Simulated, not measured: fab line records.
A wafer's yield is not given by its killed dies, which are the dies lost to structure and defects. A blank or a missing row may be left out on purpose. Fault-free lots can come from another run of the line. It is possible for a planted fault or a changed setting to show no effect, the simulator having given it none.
2 desks looking at one fault    flow sky130    numbers are kept per desk, each desk with only its own; the story behind them comes last

== AT THE METROLOGY DESK ==
What the gauges read, lot by lot, whatever tool the lot ran on: means of the sampled wafers that have a number. A lot is out of limits, marked OUT, if its mean lies more than 4 standard deviations from the usual mean; the brackets give that distance.
Columns: A = cdNm at SKY_VIA2_CD_MEAS_12, usual 200.3 nm; B = VIA2_W_THK at SKY_VIA2_THK_MEAS_23, usual 448 nm
lot   first seen here  A      B
L800  day 36 21:11     200.8  436
L799  day 36 23:21     200.3  445
L801  day 37 04:20     199.8  443
L803  day 37 09:59     201.6  447
L804  day 37 19:14     198.9  440
L809  day 39 15:00     200.7  445
L808  day 39 22:00     199.3  459
L810  day 40 00:11     201.3  456
L815  day 41 09:01     199.9  442
L816  day 41 12:37     199.3  443
L817  day 41 15:55     200.1  452
L818  day 42 03:28     200.2  438
L821  day 42 21:05     200.8  436
Finding of this desk: none of the 13 lots has anything out of limits.

== TOOL OWNER'S DESK, pvdSputter-02 ==
The tool's own readings at SKY_METAL3_SPUTTER_00 (material Ti, target thk 15 nm, time 10 s): means of the sampled wafers that have a number, for each lot that ran on this tool. A lot is out of limits, marked OUT, if its mean lies more than 4 standard deviations from the usual mean; the brackets give that distance.
Columns: A = cathodeDcPowerW at SKY_METAL3_SPUTTER_00, usual 3000.0 W; B = chamberPressurePa at SKY_METAL3_SPUTTER_00, usual 0.4000 Pa; C = throttleValvePct at SKY_METAL3_SPUTTER_00, usual 29.3 %
lot   first seen here  A       B       C
L801  day 37 05:53     3000.3  0.4002  28.4
L803  day 37 11:31     3000.1  0.3992  28.5
L816  day 41 14:17     2999.8  0.4000  30.4
Finding of this desk: none of the 3 lots has anything out of limits.

== PUT TOGETHER ==
From the metrology desk's view, nothing was out of limits.
The tool owner's desk saw nothing out of limits.

== WHAT THE SIMULATOR PUT IN ==
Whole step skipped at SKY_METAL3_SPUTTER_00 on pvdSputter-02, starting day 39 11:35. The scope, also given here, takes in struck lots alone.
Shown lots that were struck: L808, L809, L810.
